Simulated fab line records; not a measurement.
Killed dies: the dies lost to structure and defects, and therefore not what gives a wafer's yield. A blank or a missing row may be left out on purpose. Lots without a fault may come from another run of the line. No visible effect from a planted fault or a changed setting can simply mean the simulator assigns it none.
The tool behind it: which one? || flow gf180mcu || 7 lots (21 wafers sampled), 1 step of a 602-step route

## WHAT THE GAUGES READ, wafer by wafer
GF_HV_LDD_TW_MEAS_23.
{"lot": "L214", "measured": "day 11 08:17", "on": "film_metro-03", "HV_LDD_2_TW": "1057 1063 1062"}
{"lot": "L219", "measured": "day 12 21:45", "on": "film_metro-03", "HV_LDD_2_TW": "1059 1062 1070"}
{"lot": "L223", "measured": "day 14 12:47", "on": "film_metro-02", "HV_LDD_2_TW": "1050 1049 1051"}
{"lot": "L225", "measured": "day 15 03:02", "on": "film_metro-02", "HV_LDD_2_TW": "1047 1049 1050"}
{"lot": "L228", "measured": "day 16 02:53", "on": "film_metro-02", "HV_LDD_2_TW": "1039 1041 1047"}
{"lot": "L232", "measured": "day 17 01:20", "on": "film_metro-03", "HV_LDD_2_TW": "1067 1067 1063"}
{"lot": "L234", "measured": "day 17 15:47", "on": "film_metro-01", "HV_LDD_2_TW": "1069 1071 1069"}

## TOOL THAT RAN EACH LOT (tool first, then ch and the chambers of the sampled wafers, then the start)
There is no process step in the record ahead of these readings.

## THE ANSWER, worked out from the rows above alone
Rule: the usual values come from the lots themselves. Put in order of their means at a reading, lots are off if they are a third of the lots or fewer, leave a main group of 4 or more, and stand apart from it by a gap of 3 or more times the standard deviation of the main group's means; of several such gaps the widest counts. The tables above print the reading to a certain number of digits; a main group whose means all agree to those digits is not used. Also off: a lot with no number at a reading for which 4 or more lots have one. The other lots that the step has rows for count as sound.
No lot is off on any of the readings shown, so nothing can be concluded from this.

## WHAT HAD BEEN PUT IN BY THE SIMULATOR
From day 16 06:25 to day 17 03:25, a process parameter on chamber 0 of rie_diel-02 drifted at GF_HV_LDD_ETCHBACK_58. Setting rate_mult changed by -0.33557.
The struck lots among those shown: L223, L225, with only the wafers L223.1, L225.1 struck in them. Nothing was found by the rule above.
